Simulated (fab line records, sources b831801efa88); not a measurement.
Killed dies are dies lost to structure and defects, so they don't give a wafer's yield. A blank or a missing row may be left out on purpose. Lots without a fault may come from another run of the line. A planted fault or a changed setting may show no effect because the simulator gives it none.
Tool commonality check | flow gf180mcu | 13 lots, 42 wafers sampled

WHY IT WAS OPENED
At GF_MVSD_TW_MEAS_11 the reading MVSD_TW is flagged on 1 of 13 lots. Wafers without a fault read 1579, standard deviation 20.
Rule: a lot is flagged when every wafer of it that has a number lies more than 4 standard deviations from that mean, or none has a number. The other lots count as sound.

lot  | measured     | on            | MVSD_TW, wafer by wafer | flag
L852 | day 4 15:29  | film_metro-01 | 1559 1554 1567          |
L853 | day 4 21:23  | film_metro-04 | 1570 1580 1562          |
L854 | day 5 05:59  | film_metro-01 | 1571 1563 1559          |
L856 | day 5 16:52  | film_metro-03 | 1588 1594 1591          |
L857 | day 5 23:37  | film_metro-04 | 1553 1552 1553          |
L858 | day 6 07:46  | film_metro-04 | 1576 1572 1578          |
L860 | day 6 14:29  | film_metro-01 | 1558 1552 1561          |
L861 | day 7 04:44  | film_metro-04 | 1562 1570 1557          |
L863 | day 7 12:47  | film_metro-03 | 1607 1606 1600          |
L864 | day 7 18:06  | film_metro-01 | 30 30 30 30 30 30       | FLAGGED
L865 | day 8 00:45  | film_metro-01 | 1569 1566 1564          |
L866 | day 8 08:32  | film_metro-03 | 1609 1605 1610          |
L874 | day 10 02:20 | film_metro-01 | 1568 1557 1563          |
The numbers of the flagged lots are 30 on average: -1549 against the usual, or -77 standard deviations.

WHICH TOOL RAN EACH LOT
The record holds 1 process step before the reading, out of a route of 602 steps. In each cell: the tool, then ch and the chambers that the sampled wafers went through, then the start.
lot  | flag    | GF_MVSD_EXPOSE_04
L852 |         | iline_stepper-02 ch 0, day 4 08:48
L853 |         | iline_stepper-01 ch 0, day 4 14:41
L854 |         | iline_stepper-01 ch 0, day 4 23:01
L856 |         | iline_stepper-02 ch 0, day 5 09:08
L857 |         | iline_stepper-01 ch 0, day 5 16:46
L858 |         | iline_stepper-01 ch 0, day 6 00:11
L860 |         | iline_stepper-01 ch 0, day 6 06:59
L861 |         | iline_stepper-02 ch 0, day 6 21:19
L863 |         | iline_stepper-01 ch 0, day 7 04:53
L864 | FLAGGED | iline_stepper-02 ch 0, day 7 10:22
L865 |         | iline_stepper-02 ch 0, day 7 16:32
L866 |         | iline_stepper-01 ch 0, day 8 00:20
L874 |         | iline_stepper-01 ch 0, day 9 17:26
What these steps do:
- GF_MVSD_EXPOSE_04: exposes mask MVSD, target cd 1000 nm.
- GF_MVSD_TW_MEAS_11

FLAGGED OVER TOTAL, TOOL BY TOOL (the gauges that took the reading come last)
step               | tool             | lots run | flagged | share of the flagged lots | sound lots run after its first flagged lot
GF_MVSD_EXPOSE_04  | iline_stepper-01 | 8        | 0       | none                      | -
GF_MVSD_EXPOSE_04  | iline_stepper-02 | 5        | 1       | all                       | 1 (L865)
GF_MVSD_TW_MEAS_11 | film_metro-01    | 6        | 1       | all                       | 2 (L865,L874)
GF_MVSD_TW_MEAS_11 | film_metro-03    | 3        | 0       | none                      | -
GF_MVSD_TW_MEAS_11 | film_metro-04    | 4        | 0       | none                      | -

WHAT THE TABLE ALLOWS
2 rows of the table ran every flagged lot: iline_stepper-02 at GF_MVSD_EXPOSE_04, film_metro-01 at GF_MVSD_TW_MEAS_11.
- iline_stepper-02 at GF_MVSD_EXPOSE_04: 1 of its 5 lots flagged. Sound lots ran on it after the first flagged one (L865), which a lasting fault on the whole tool wouldn't allow.
- film_metro-01 at GF_MVSD_TW_MEAS_11: 1 of its 6 lots flagged. Sound lots ran on it after the first flagged one (L865, L874), which a lasting fault on the whole tool wouldn't allow.
No row of the table ran every flagged lot and no sound lot after the first.

WHAT THE SIMULATOR HAD PUT IN
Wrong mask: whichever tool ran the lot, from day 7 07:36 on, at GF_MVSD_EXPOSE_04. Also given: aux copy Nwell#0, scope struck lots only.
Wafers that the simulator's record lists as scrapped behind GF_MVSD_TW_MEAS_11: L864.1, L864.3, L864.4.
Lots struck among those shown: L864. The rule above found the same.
